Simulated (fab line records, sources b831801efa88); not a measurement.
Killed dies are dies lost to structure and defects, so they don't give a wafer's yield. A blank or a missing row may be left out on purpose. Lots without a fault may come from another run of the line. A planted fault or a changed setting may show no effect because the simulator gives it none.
Which tool did it? | flow sky130 | 14 lots, 42 wafers sampled, at 3 steps of a route of 708

WHAT THE GAUGES READ, wafer by wafer
SKY_LI_CONTACT_CD_MEAS_12: target cd 170 nm.
lot  | measured     | on        | cd_nm (nm)
L645 | day 29 21:14 | cd_sem-01 | 170.3 171.0 171.8
L646 | day 30 01:07 | cd_sem-01 | 169.4 167.6 168.3
L648 | day 30 13:20 | cd_sem-01 | 168.1 169.8 170.3
L649 | day 31 00:19 | cd_sem-01 | 168.4 168.3 170.0
L650 | day 31 08:30 | cd_sem-01 | 166.5 167.1 168.8
L657 | day 33 20:27 | cd_sem-01 | 169.5 168.8 169.6
L660 | day 34 17:18 | cd_sem-02 | 170.9 172.9 171.8
L661 | day 34 21:32 | cd_sem-01 | 167.8 169.5 168.6
L662 | day 35 04:17 | cd_sem-02 | 172.2 172.2 173.2
L664 | day 35 20:36 | cd_sem-02 | 170.3 168.9 168.2
L666 | day 36 06:56 | cd_sem-01 | 170.5 170.6 171.2
L667 | day 36 12:42 | cd_sem-02 | 168.9 170.3 169.0

WHICH TOOL RAN EACH LOT (tool, then ch and the chambers of the sampled wafers, then the start)
lot  | SKY_FIELD_ISO_DEVELOP_12         | SKY_SD_P_STRIP_10
L645 | litho_track-03 ch 0, day 2 12:00 | plasma_asher-03 ch 0,1, day 26 05:02
L646 | litho_track-03 ch 0, day 2 16:00 | plasma_asher-03 ch 0,1, day 26 09:34
L648 | litho_track-02 ch 0, day 3 01:00 | plasma_asher-02 ch 0, day 26 23:58
L649 | litho_track-03 ch 0, day 3 07:00 | plasma_asher-02 ch 0, day 27 09:28
L650 | litho_track-04 ch 0, day 3 13:00 | plasma_asher-04 ch 0,1, day 27 19:33
L657 | litho_track-04 ch 0, day 5 01:00 | plasma_asher-02 ch 0,1, day 30 09:36
L658 | litho_track-04, day 5 04:00      | -
L659 | litho_track-03, day 5 09:00      | -
L660 | litho_track-04 ch 0, day 5 16:00 | plasma_asher-03 ch 0,1, day 31 07:18
L661 | litho_track-02 ch 0, day 5 19:00 | plasma_asher-03 ch 0, day 31 11:13
L662 | litho_track-04 ch 0, day 6 00:00 | plasma_asher-03 ch 0,1, day 31 17:34
L664 | litho_track-02 ch 0, day 6 14:00 | plasma_asher-02 ch 0,1, day 32 10:52
L666 | litho_track-03 ch 0, day 6 23:00 | plasma_asher-02 ch 0,1, day 32 20:25
L667 | litho_track-04 ch 0, day 7 03:00 | plasma_asher-02 ch 0,1, day 33 03:51
- SKY_FIELD_ISO_DEVELOP_12: develop time 60 s.
- SKY_SD_P_STRIP_10: strips in O2/N2.

WHAT THE TOOLS THEMSELVES READ (means of the sampled wafers that have a number; where no wafer has one, the mark that the record gives instead)
SKY_FIELD_ISO_DEVELOP_12.
lot  | tool           | chill_plate_temp_C (C) | resist_line_temp_C (C)
L645 | litho_track-03 | 23.13                  | 23.01
L646 | litho_track-03 | 23.09                  | 23.00
L648 | litho_track-02 | 22.93                  | 23.10
L649 | litho_track-03 | 22.99                  | 22.97
L650 | litho_track-04 | 22.97                  | 22.95
L657 | litho_track-04 | 22.86                  | 23.11
L658 | litho_track-04 | -                      | -
L659 | litho_track-03 | -                      | -
L660 | litho_track-04 | 23.09                  | 23.02
L661 | litho_track-02 | 23.01                  | 22.94
L662 | litho_track-04 | 22.88                  | 23.12
L664 | litho_track-02 | 23.05                  | 22.90
L666 | litho_track-03 | 23.06                  | 23.05
L667 | litho_track-04 | 22.96                  | 23.03

SKY_SD_P_STRIP_10.
lot  | tool            | drypump_motor_current_A (A) | oes_product_au (a.u.) | strip_time_to_endpoint_s (s)
L645 | plasma_asher-03 | 6.2                         | 0.618                 | 17.54
L646 | plasma_asher-03 | 6.2                         | 0.617                 | 17.56
L648 | plasma_asher-02 | 6.5                         | 0.616                 | 17.51
L649 | plasma_asher-02 | 6.5                         | 0.616                 | 17.45
L650 | plasma_asher-04 | 6.4                         | 0.616                 | 17.50
L657 | plasma_asher-02 | 6.0                         | 0.615                 | 17.48
L660 | plasma_asher-03 | 6.2                         | 0.616                 | 17.45
L661 | plasma_asher-03 | 6.1                         | 0.612                 | 17.48
L662 | plasma_asher-03 | 6.2                         | 0.618                 | 17.47
L664 | plasma_asher-02 | 5.5                         | 0.620                 | 17.54
L666 | plasma_asher-02 | 6.0                         | 0.620                 | 17.53
L667 | plasma_asher-02 | 5.4                         | 0.618                 | 17.51

THE ANSWER, worked out from the rows above alone
Rule: what is usual is taken from the lots themselves. Put in order of their means at a reading, lots are off if they are a third of the lots or fewer, leave a main group of 4 or more, and stand apart from it by a gap of 3 or more times the standard deviation of the main group's means; of several such gaps the widest counts. A main group whose means are all the same, to the digits that the tables above print for the reading, isn't used. A lot without any number at a reading at which 4 lots or more have one is off too. The other lots that the step has rows for count as sound. The gauges are gone through in route order, then the tools' own readings, and for those a lot's mean is taken as printed above. The first step at which some lot is off is used, and at that step the reading that is off furthest; a lot without a number counts as furthest.
Off: L658, L659, at SKY_FIELD_ISO_DEVELOP_12 (chill_plate_temp_C). Without a number there: L658, L659. The main group: mean 23.00 C, standard deviation 0.082.
A tool fits if, at that step or a process step before it, it ran every lot that is off, and no sound lot after the first of them. None of those tried fits.

WHAT THE SIMULATOR HAD PUT IN
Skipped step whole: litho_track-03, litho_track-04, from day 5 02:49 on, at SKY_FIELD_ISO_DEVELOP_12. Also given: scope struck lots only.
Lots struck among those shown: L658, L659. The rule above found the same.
